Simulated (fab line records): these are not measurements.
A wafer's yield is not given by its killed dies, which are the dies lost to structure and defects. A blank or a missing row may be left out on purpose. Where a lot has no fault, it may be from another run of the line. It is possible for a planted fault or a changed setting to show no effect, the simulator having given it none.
Problem report in the 8D (eight disciplines) form, filled by code || flow sky130 || the parts of the form that need people (team, actions taken, sign-off) are left out

1. THE ISSUE
cd_nm at SKY_SD_P_CD_MEAS_07 reads a mean of 353 nm on 3 wafers of 2 lots; wafers without a fault read 381 nm with a standard deviation of 3.4. That puts it -8.2 standard deviations away from the usual mean.
The step: target cd 380 nm.
The first sign was on wafer L938.4 at day 27 16:44, on cd_sem-01. The record holds 42 wafers of 14 lots with a number at this step. The rule behind "out" and "out of limits": a value lying over 4 standard deviations away from the usual mean. The rest of the wafers with a number are treated as sound.

2. WHAT IT IS AND WHAT IT IS NOT
{"question": "which readings at this step", "is": "cd_nm", "is not": "-"}
{"question": "which lots", "is": "L938, L942", "is not": "L936, L939, L947, L949, L950, L951, L952, L953, L954, L955, L956, L957"}
{"question": "which wafers of those lots", "is": "L938.4, L942.4, L942.5", "is not": "L938.1, L938.3, L942.1"}
{"question": "read on which gauges", "is": "cd_sem-01", "is not": "cd_sem-02"}
{"question": "when", "is": "from day 27 16:44", "is not": "up to then (8 sound wafers); but 31 sound wafers of L942, L947, L949, L950, L951, L952, L953, L954, L955, L956, L957 came after"}

3. SUSPECTS, AND WHAT RULES EACH OUT
Counting: any tool at a process step up to the reading remains a suspect provided it ran every lot that is out. Sound lots after the first of them don't rule it out here, since some wafers of a struck lot are sound.
- the gauge at SKY_SD_P_CD_MEAS_07: kept. All the wafers that are out were read on cd_sem-01, and no step on other tools shows them out.
- iline_stepper-02 at SKY_SD_P_EXPOSE_04 (exposes mask PSDM, target cd 380 nm): kept. It processed each lot that is out (first: L938, day 27 02:13); up to then, its last sound lot is L939 (day 26 15:50).
What counting leaves: iline_stepper-02 at SKY_SD_P_EXPOSE_04 and cd_sem-01 at SKY_SD_P_CD_MEAS_07.

4. THE CAUSE (what the simulator had put in)
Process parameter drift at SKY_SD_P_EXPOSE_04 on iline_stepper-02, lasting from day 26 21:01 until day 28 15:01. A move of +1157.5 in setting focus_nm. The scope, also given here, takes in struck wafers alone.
This tool is one of the 2 suspects left after counting.

5. THE EFFECT CHAIN, in route order
One row per reading whose mean, taken over the struck wafers that have a number, lies over 3 standard deviations from the usual. Only readings whose record carries a usual standard deviation are examined. hours: median over the lots of the time between each lot's start at the first step of this table that gives one and its start at this step. sigmas: the change, counted in usual standard deviations.
{"hours": 0, "step": "SKY_SD_P_CD_MEAS_07", "reading": "cd_nm", "usual": "381 nm", "on struck wafers": 353, "change": -28, "sigmas": -8.2}
Later steps that measure or inspect, where all struck wafers having a row at the step show a number for every such reading and not one has moved that far: SKY_SD_P_TW_MEAS_11, SKY_SD_N_CD_MEAS_07.

6. HOW IT WOULD HAVE BEEN CAUGHT EARLIER
The first out-of-limits reading at a measuring or inspecting step in this record came at day 27 16:44, 20 hours after the fault's start at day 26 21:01.
Lots out: 2; of these, L942 started SKY_SD_P_EXPOSE_04 on iline_stepper-02 after day 27 16:44. A hold on the tool at that time would have spared it.
